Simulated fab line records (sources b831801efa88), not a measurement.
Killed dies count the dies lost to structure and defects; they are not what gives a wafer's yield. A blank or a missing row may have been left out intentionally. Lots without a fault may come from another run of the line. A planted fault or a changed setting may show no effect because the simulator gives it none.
fab line records | flow sky130
record: lots: 15 wafers: 45 lastDay: 50
route steps=708 shown METAL4@630 VIA4@640
lots with no fault: from the same line, run without faults
startH: start of the lot's first displayed wafer, in hours after the record's first day | waitH: hours elapsed since this lot's preceding step | " the same as in the row above | L1.1+2: one row covering several wafers at once | - either no value or no given start | * or withheld: withheld | < > ~ a bound
route shown NAME@n: a module of which the file shows steps, and the number in the route of the first | usual: mean/standard deviation of fault-free wafers | same: alike in all rows | chamber/n: place in a boat | sites: readings site by site | _std_site: the values' standard deviation | _edge_site: outer sites' mean less inner sites' | radiusMm: for every site, how far away it sits from the centre of the wafer | mask NAME#n: copy n | behind: the tool/chamber that last shaped the wafer | hold: reason for holding the lot/hours on hold/outcome of the hold | device: names the non-switching transistor (n, p or np) | end of line: at the end of the route, the tests of the same wafers | a step without rows: its recipe alone | killed: dies that structure and defects cost at the first sort, which is not the same as the wafer's yield | map: per-die view of a wafer (x killed, . not killed, _ where there is no die)
set.NAME: the setting as run; set.NAME@STEP: as run at that earlier step | model.NAME: the simulator's own value behind a step, which no gauge read
one table for each step of the route and one row for each wafer, over a sample of lots
services: when a tool's chamber went out of use (startH, in hours from the record's first day, below 0 if earlier), for how many hours, and the reason
== steps ==
step: SKY_METAL4_OVL_MEAS_14
usual: METAL4_OVL: 0/5.1
columns lot.wafer tool chamber startH waitH METAL4_OVL[nm]
L628.2 overlay-02 - 977.48 0.1 1
L628.4 " - " " 2
L628.6 " - " " -2
L630.3 overlay-02 - 992.32 0.1 7
L630.4 " - " " -1
L630.6 " - " " 5
L632.1 overlay-01 - 1008.38 0.1 3
L632.5 " - " " 0
L632.6 " - " " -5
L633.1 overlay-02 - 1016.48 0.1 5
L633.2 " - " " 14
L633.3 " - " " 7
L638.1 overlay-01 - 1069.33 0.1 -1
L638.2 " - " " -8
L638.5 " - " " -11
L639.1 overlay-01 - 1073.03 0.1 1
L639.4 " - " " 5
L639.5 " - " " -1
L641.1 overlay-01 - 1073.38 0.1 3
L641.3 " - " " 8
L641.4 " - " " 4
L643.4 overlay-01 - 1082.35 0.1 -3
L643.5 " - " " -3
L643.6 " - " " 2
L646.2 overlay-01 - 1095.79 0.1 0
L646.3 " - " " 1
L646.5 " - " " 0
L645.1 overlay-01 - 1099.38 0.1 -10
L645.5 " - " " -10
L645.6 " - " " -10
L647.1 overlay-02 - 1102.88 0.1 -4
L647.2 " - " " 0
L647.4 " - " " 0
L648.2 overlay-02 - 1106.18 0.1 -7
L648.4 " - " " -3
L648.6 " - " " -9
L649.3 overlay-01 - 1112.87 0.1 0
L649.4 " - " " 8
L649.5 " - " " 2
L650.2 overlay-01 - 1121.24 0.1 8
L650.4 " - " " 8
L650.5 " - " " 9
L651.1 overlay-01 - 1135.53 0.1 -2
L651.3 " - " " -4
L651.4 " - " " -4
step: SKY_VIA4_THK_MEAS_01
recipe: reads: SiO2_of_VIA4_HDPCVD_00
usual: VIA4_HDPCVD_THK: 1755/18
columns lot.wafer tool chamber startH waitH VIA4_HDPCVD_THK[nm]
L628.2 filmMetro-02 - 978.76 0.1 1756
L628.4 " - " " 1751
L628.6 " - " " 1785
L630.3 filmMetro-04 - 993.47 0.1 1716
L630.4 " - " " 1709
L630.6 " - " " 1722
L632.1 filmMetro-04 - 1009.76 0.1 1766
L632.5 " - " " 1792
L632.6 " - " " 1794
L633.1 filmMetro-03 - 1017.70 0.1 1765
L633.2 " - " " 1737
L633.3 " - " " 1739
L638.1 filmMetro-03 - 1070.46 0.1 1740
L638.2 " - " " 1756
L638.5 " - " " 1751
L639.1 filmMetro-02 - 1074.34 0.1 1738
L639.4 " - " " 1765
L639.5 " - " " 1742
L641.1 filmMetro-02 - 1074.51 0.1 1740
L641.3 " - " " 1734
L641.4 " - " " 1750
L643.4 filmMetro-03 - 1083.67 0.0 1746
L643.5 " - " " 1757
L643.6 " - " " 1754
L646.2 filmMetro-02 - 1097.15 0.1 1761
L646.3 " - " " 1767
L646.5 " - " " 1751
L645.1 filmMetro-03 - 1100.81 0.1 1743
L645.5 " - " " 1778
L645.6 " - " " 1751
L647.1 filmMetro-02 - 1104.04 0.1 1775
L647.2 " - " " 1750
L647.4 " - " " 1780
L648.2 filmMetro-03 - 1107.32 0.1 1786
L648.4 " - " " 1758
L648.6 " - " " 1749
L649.3 filmMetro-03 - 1114.01 0.1 1744
L649.4 " - " " 1739
L649.5 " - " " 1772
L650.2 filmMetro-04 - 1122.55 0.1 1758
L650.4 " - " " 1757
L650.5 " - " " 1750
L651.1 filmMetro-03 - 1136.77 0.1 1745
L651.3 " - " " 1730
L651.4 " - " " 1747
step: SKY_VIA4_BOW_MEAS_03
recipe: mode: bow
usual: VIA4_BOW: 77/8.2
columns lot.wafer tool chamber startH waitH VIA4_BOW[um]
L628.2 filmMetro-02 - 979.13 0.3 82
L628.4 " - " " 90
L628.6 " - " " 83
L630.3 filmMetro-04 - 993.85 0.1 79
L630.4 " - " " 73
L630.6 " - " " 83
L632.1 filmMetro-02 - 1010.18 0.1 82
L632.5 " - " " 79
L632.6 " - " " 83
L633.1 filmMetro-02 - 1018.06 0.2 67
L633.2 " - " " 59
L633.3 " - " " 58
L638.1 filmMetro-04 - 1070.82 0.2 76
L638.2 " - " " 64
L638.5 " - " " 76
L639.1 filmMetro-03 - 1074.70 0.1 77
L639.4 " - " " 74
L639.5 " - " " 83
L641.1 filmMetro-04 - 1074.87 0.2 86
L641.3 " - " " 77
L641.4 " - " " 84
L643.4 filmMetro-03 - 1084.06 0.3 77
L643.5 " - " " 86
L643.6 " - " " 95
L646.2 filmMetro-04 - 1097.68 0.3 68
L646.3 " - " " 80
L646.5 " - " " 71
L645.1 filmMetro-03 - 1101.17 0.1 98
L645.5 " - " " 94
L645.6 " - " " 82
L647.1 filmMetro-03 - 1104.40 0.1 72
L647.2 " - " " 74
L647.4 " - " " 74
L648.2 filmMetro-02 - 1107.69 0.2 68
L648.4 " - " " 76
L648.6 " - " " 78
L649.3 filmMetro-02 - 1114.39 0.1 81
L649.4 " - " " 76
L649.5 " - " " 80
L650.2 filmMetro-02 - 1122.92 0.3 92
L650.4 " - " " 78
L650.5 " - " " 92
L651.1 filmMetro-03 - 1137.13 0.1 77
L651.3 " - " " 76
L651.4 " - " " 81
step: SKY_VIA4_CVD_18
recipe: material: W targetThkNm: 505 timeS: 152.14 tempC: 400 pressureTorr: 40
usual: chamberPressureTorr: 40.00/0.085 heaterPowerOuterW: 576/35 heaterPowerW: 932/49 susceptorTempC: 400.00/0.24
columns lot.wafer tool chamber startH waitH chamberPressureTorr heaterPowerOuterW heaterPowerW susceptorTempC
L628.2 cvdW-02 1 1003.23 0.0 39.94 566 975 400.12
L628.4 " 1 " " 39.89 579 945 400.09
L628.6 " 1 " " 40.00 570 964 399.90
L630.3 cvdW-02 1 1018.12 0.1 39.96 581 970 399.60
L630.4 " 0 " " 40.02 586 1003 399.90
L630.6 " 0 " " 39.97 592 1011 399.80
L632.1 cvdW-01 0 1034.22 0.0 40.00 540 865 399.80
L632.5 " 1 " " 40.03 606 948 399.71
L632.6 " 0 " " 40.13 535 887 400.09
L633.1 cvdW-01 0 1042.03 0.0 39.84 539 894 400.55
L633.2 " 1 " " 40.21 607 941 399.69
L633.3 " 0 " " 39.96 538 875 400.33
L638.1 cvdW-01 0 1092.43 0.0 40.02 532 891 400.14
L638.2 " 1 " " 39.93 612 964 399.91
L638.5 " 1 " " 39.99 607 978 400.07
L639.1 cvdW-01 1 1096.73 0.0 39.88 609 952 399.72
L639.4 " 1 " " 39.95 611 960 399.80
L639.5 " 0 " " 40.05 543 888 400.30
L641.1 cvdW-01 1 1096.99 0.3 40.07 614 977 400.34
L641.3 " 0 " " 40.02 524 860 399.63
L641.4 " 1 " " 40.08 601 956 400.26
L643.4 cvdW-01 1 1105.35 0.1 39.88 605 968 399.62
L643.5 " 0 " " 40.03 536 889 399.88
L643.6 " 1 " " 40.08 623 996 399.78
L646.2 cvdW-01 1 1118.28 0.0 - - - -
L646.3 " 1 " " - - - -
L646.5 " 1 " " - - - -
L645.1 cvdW-02 1 1122.48 0.0 - - - -
L645.5 " 1 " " - - - -
L645.6 " 1 " " - - - -
L647.1 cvdW-02 1 1124.75 0.0 - - - -
L647.2 " 1 " " - - - -
L647.4 " 1 " " - - - -
L648.2 cvdW-01 0 1127.84 0.0 39.97 521 868 400.14
L648.4 " 1 " " 40.05 620 988 400.05
L648.6 " 0 " " 39.85 530 894 400.08
L649.3 cvdW-01 1 1134.29 0.1 39.99 618 953 400.47
L649.4 " 0 " " 39.92 523 869 399.90
L649.5 " 1 " " 40.07 609 971 400.16
L650.2 cvdW-01 1 1142.21 0.0 39.98 625 998 399.99
L650.4 " 1 " " 39.98 642 963 399.82
L650.5 " 1 " " 40.07 591 973 400.00
L651.1 cvdW-01 1 1156.31 0.0 39.85 604 970 400.03
L651.3 " 1 " " 39.93 612 988 400.09
L651.4 " 0 " " 39.89 547 872 399.93
step: SKY_VIA4_RS_MEAS_19
recipe: thkMeasGauge: four-point-probe reads: W_of_VIA4_CVD_18+TiN_of_VIA4_SPUTTER_17
usual: VIA4_W_RS: 0.226/0.003
columns lot.wafer tool chamber startH waitH VIA4_W_RS[ohm/sq]
L628.2 filmMetro-03 - 1003.41 0.1 0.229
L628.4 " - " " 0.226
L628.6 " - " " 0.225
L630.3 filmMetro-03 - 1018.26 0.1 0.233
L630.4 " - " " 0.233
L630.6 " - " " 0.231
L632.1 filmMetro-04 - 1034.37 0.1 0.224
L632.5 " - " " 0.230
L632.6 " - " " 0.223
L633.1 filmMetro-02 - 1042.18 0.1 0.223
L633.2 " - " " 0.226
L633.3 " - " " 0.224
L638.1 filmMetro-02 - 1092.58 0.1 0.220
L638.2 " - " " 0.223
L638.5 " - " " 0.222
L639.1 filmMetro-02 - 1096.88 0.1 0.227
L639.4 " - " " 0.227
L639.5 " - " " 0.221
L641.1 filmMetro-04 - 1097.17 0.1 0.228
L641.3 " - " " 0.227
L641.4 " - " " 0.229
L643.4 filmMetro-02 - 1105.51 0.1 0.227
L643.5 " - " " 0.225
L643.6 " - " " 0.229
L646.2 filmMetro-03 - 1118.45 0.1 57.479
L646.3 " - " " 57.630
L646.5 " - " " 58.193
L645.1 filmMetro-04 - 1122.78 0.3 58.006
L645.5 " - " " 57.790
L645.6 " - " " 57.536
L647.1 filmMetro-04 - 1125.05 0.3 57.902
L647.2 " - " " 58.264
L647.4 " - " " 57.680
L648.2 filmMetro-03 - 1128.02 0.1 0.226
L648.4 " - " " 0.231
L648.6 " - " " 0.225
L649.3 filmMetro-02 - 1134.43 0.1 0.228
L649.4 " - " " 0.224
L649.5 " - " " 0.229
L650.2 filmMetro-02 - 1142.38 0.1 0.230
L650.4 " - " " 0.230
L650.5 " - " " 0.229
L651.1 filmMetro-03 - 1156.46 0.1 0.226
L651.3 " - " " 0.227
L651.4 " - " " 0.226
step: SKY_VIA4_THK_MEAS_20
recipe: thkMeasGauge: xrf reads: W_of_VIA4_CVD_18
usual: VIA4_W_THK: 503/6.7
columns lot.wafer tool chamber startH waitH VIA4_W_THK[nm]
L628.2 filmMetro-03 - 1003.52 0.1 502
L628.4 " - " " 510
L628.6 " - " " 513
L630.3 filmMetro-03 - 1018.36 0.1 490
L630.4 " - " " 491
L630.6 " - " " 497
L632.1 filmMetro-04 - 1034.49 0.1 508
L632.5 " - " " 497
L632.6 " - " " 507
L633.1 filmMetro-02 - 1042.30 0.1 508
L633.2 " - " " 500
L633.3 " - " " 506
L638.1 filmMetro-02 - 1092.70 0.1 510
L638.2 " - " " 502
L638.5 " - " " 505
L639.1 filmMetro-02 - 1097.00 0.1 496
L639.4 " - " " 500
L639.5 " - " " 509
L641.1 filmMetro-04 - 1097.29 0.1 494
L641.3 " - " " 496
L641.4 " - " " 493
L643.4 filmMetro-02 - 1105.60 0.1 501
L643.5 " - " " 508
L643.6 " - " " 492
L646.2 filmMetro-03 - 1118.56 0.1 <0
L646.3 " - " " <0
L646.5 " - " " <0
L645.1 filmMetro-04 - 1122.90 0.1 <0
L645.5 " - " " -
L645.6 " - " " <0
L647.1 filmMetro-04 - 1125.17 0.1 <0
L647.2 " - " " -
L647.4 " - " " -
L648.2 filmMetro-03 - 1128.13 0.1 508
L648.4 " - " " 496
L648.6 " - " " 507
L649.3 filmMetro-02 - 1134.53 0.1 501
L649.4 " - " " 512
L649.5 " - " " 498
L650.2 filmMetro-02 - 1142.49 0.1 495
L650.4 " - " " 495
L650.5 " - " " 499
L651.1 filmMetro-03 - 1156.58 0.1 504
L651.3 " - " " 503
L651.4 " - " " 503
step: SKY_VIA4_CMP_21
recipe: stopOn: SiO2 tOverpolishS: 25 downForcePsi: 3.5 platenRpm: 60 targetThkNm: 0 padVelocityMS: 0.94248
usual: motorCurrentA: 11.1/1 timeToEndpointS: 125/4.9
columns lot.wafer tool chamber startH waitH motorCurrentA timeToEndpointS
L628.4 cmp-01 1 1003.65 0.1 11.8 125
L628.2 " 3 " " 10.2 127
L628.6 " 2 " " 11.7 125
L630.3 cmp-02 1 1018.45 0.1 9.6 131
L630.4 " 2 " " 9.9 123
L630.6 " 1 " " 9.3 131
L632.1 cmp-01 3 1034.81 0.3 10.7 129
L632.6 " 0 " " 10.3 133
L632.5 " 1 " " 10.9 123
L633.2 cmp-02 0 1042.41 0.1 12.4 123
L633.1 " 1 " " 9.3 135
L633.3 " 2 " " 9.9 133
L638.2 cmp-02 0 1092.86 0.1 12.9 119
L638.1 " 1 " " 9.2 130
L638.5 " 3 " " 12.7 130
L639.1 cmp-01 2 1097.16 0.1 11.8 117
L639.4 " 3 " " 10.3 120
L639.5 " 1 " " 11.6 126
L641.1 cmp-02 1 1097.52 0.2 9.4 127
L641.3 " 2 " " 10.4 128
L641.4 " 3 " " 12.2 127
L643.4 cmp-01 2 1105.78 0.2 11.1 115
L643.5 " 3 " " 10.1 122
L643.6 " 0 " " 10.3 124
L646.3 cmp-02 0 1118.71 0.1 13.0 3
L646.2 " 1 " " 9.5 5
L646.5 " 3 " " 12.1 8
L645.1 cmp-02 0 1123.25 0.3 12.6 2
L645.6 " 3 " " 12.4 6
L645.5 " 0 " " 12.4 3
L647.1 cmp-01 1 1125.32 0.1 11.7 6
L647.2 " 2 " " 11.6 4
L647.4 " 3 " " 10.6 5
L648.4 cmp-01 1 1128.23 0.1 11.3 116
L648.2 " 2 " " 11.3 120
L648.6 " 1 " " 11.2 122
L649.4 cmp-02 3 1134.67 0.1 12.8 130
L649.3 " 0 " " 12.5 116
L649.5 " 2 " " 10.1 122
L650.2 cmp-02 0 1142.59 0.1 12.0 117
L650.4 " 1 " " 9.0 124
L650.5 " 3 " " 12.7 122
L651.1 cmp-01 1 1156.64 0.1 12.2 125
L651.4 " 3 " " 9.8 125
L651.3 " 0 " " 10.3 127
== services ==
columns tool chamber startH hours kind
cmp-01 - 981.87 5.2 pm
cmp-02 - 1012.63 4.0 repair
cmp-01 - 1015.11 1.5 repair
cmp-01 - 1030.60 0.5 repair
cmp-01 - 1046.85 1.7 repair
cvdW-02 - 1052.59 6.0 pm
cvdW-02 - 1079.42 28.1 pm
cmp-01 - 1084.04 4.0 pm
cmp-02 - 1084.58 1.6 repair
cmp-01 - 1088.04 - consumableReplace:conditioner
cmp-01 - 1088.04 - consumableReplace:pad
cvdW-02 0 1116.71 17.6 repair
cmp-02 - 1145.96 6.0 pm
cmp-02 - 1155.15 4.6 repair
== key ==
firstSign: step: SKY_VIA4_CVD_18 reading: toolRecord direction: missing
effect: step: SKY_VIA4_RS_MEAS_19 reading: VIA4_W_RS direction: up sigmas: 99+ usual: 0.226 struck: 57.831
effect: step: SKY_VIA4_THK_MEAS_20 reading: VIA4_W_THK direction: down sigmas: 75 usual: 503 struck: <0
effect: step: SKY_VIA4_CMP_21 reading: timeToEndpointS direction: down sigmas: 25 usual: * struck: *
metAt SKY_VIA4_CVD_18
struckLots L645,L646,L647
laterRowsLeftOut L645.1,L645.5,L645.6,L646.2,L646.3,L646.5,L647.1,L647.2,L647.4
sortLeftOut L645.1,L645.5,L645.6,L646.2,L646.3,L646.5,L647.1,L647.2,L647.4
notActingAt SKY_METAL4_OVL_MEAS_14,SKY_VIA4_THK_MEAS_01,SKY_VIA4_BOW_MEAS_03
onsetBetween 1105.35 1118.28
fault: kind: skippedStepWhole tool: cvdW-01,cvdW-02 chamber: - onsetH: 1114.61 steps: SKY_VIA4_CVD_18 scope: struckLotsOnly
sortLeftOut: the simulated sort isn't trusted on such a fault, so these wafers' sort isn't shown, and their yield isn't known
laterRowsLeftOut: the simulator's readings of these wafers behind a module that went badly wrong aren't trusted and aren't shown, but for the sort
